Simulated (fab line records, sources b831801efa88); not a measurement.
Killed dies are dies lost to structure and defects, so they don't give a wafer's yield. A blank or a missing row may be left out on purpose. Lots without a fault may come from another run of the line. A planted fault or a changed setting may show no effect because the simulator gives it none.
Chamber matching | flow gf180mcu | GF_POLY_GATE_ETCH_13 on rie_si-02: 4 sister chambers
The step etches poly-Si in HBr/Cl2, stops on SiO2, target depth 198.5 nm, time 69.6 s. 8 wafers are shown with their chamber, then 7 later ones without.

WAFERS WITH THEIR CHAMBER
wafer  | chamber | drypump_motor_current_A (A) | rf_fwd_power_W (W)
L285.2 | 2       | 5.0                         | 396.8
L287.3 | 0       | 6.6                         | 396.6
L287.5 | 2       | 5.0                         | 400.1
L289.2 | 3       | 5.3                         | 396.6
L289.3 | 0       | 6.5                         | 395.9
L289.5 | 3       | 5.3                         | 396.4
L296.1 | 1       | 6.4                         | 399.8
L296.5 | 1       | 6.5                         | 399.7

WAFERS WITHOUT THEIR CHAMBER
wafer  | drypump_motor_current_A (A) | rf_fwd_power_W (W)
L296.6 | 5.0                         | 398.0
L297.4 | 5.1                         | 398.0
L297.5 | 6.4                         | 398.4
L297.6 | 5.1                         | 398.1
L299.2 | 6.4                         | 394.6
L299.3 | 5.0                         | 399.5
L299.5 | 6.6                         | 396.6

WHICH CHAMBER EACH WENT THROUGH
wafer  | from the rows above     | in truth
L296.6 | 2                       | 2
L297.4 | 2                       | 2
L297.5 | can't be placed: 1 or 0 | 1
L297.6 | 2                       | 2
L299.2 | can't be placed: 0 or 1 | 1
L299.3 | 2                       | 2
L299.5 | 0                       | 0
Placed correctly: 5 of 7. Can't be placed from these rows: 2 (the true chamber is among the candidates in 2). Placed wrongly: 0.
How it was worked out, from the rows above alone: a wafer's distance from a chamber is the root of the sum, over the readings, of the square of ((its reading less the chamber's mean) divided by the reading's scatter). The wafer belongs to the nearest chamber; if the next one is less than 2 further off, it can't be placed. A chamber's mean is the mean of its shown wafers. The scatter: the root of (the sum of the squares of (reading less its chamber's mean) over the shown wafers, divided by (wafers less chambers)).
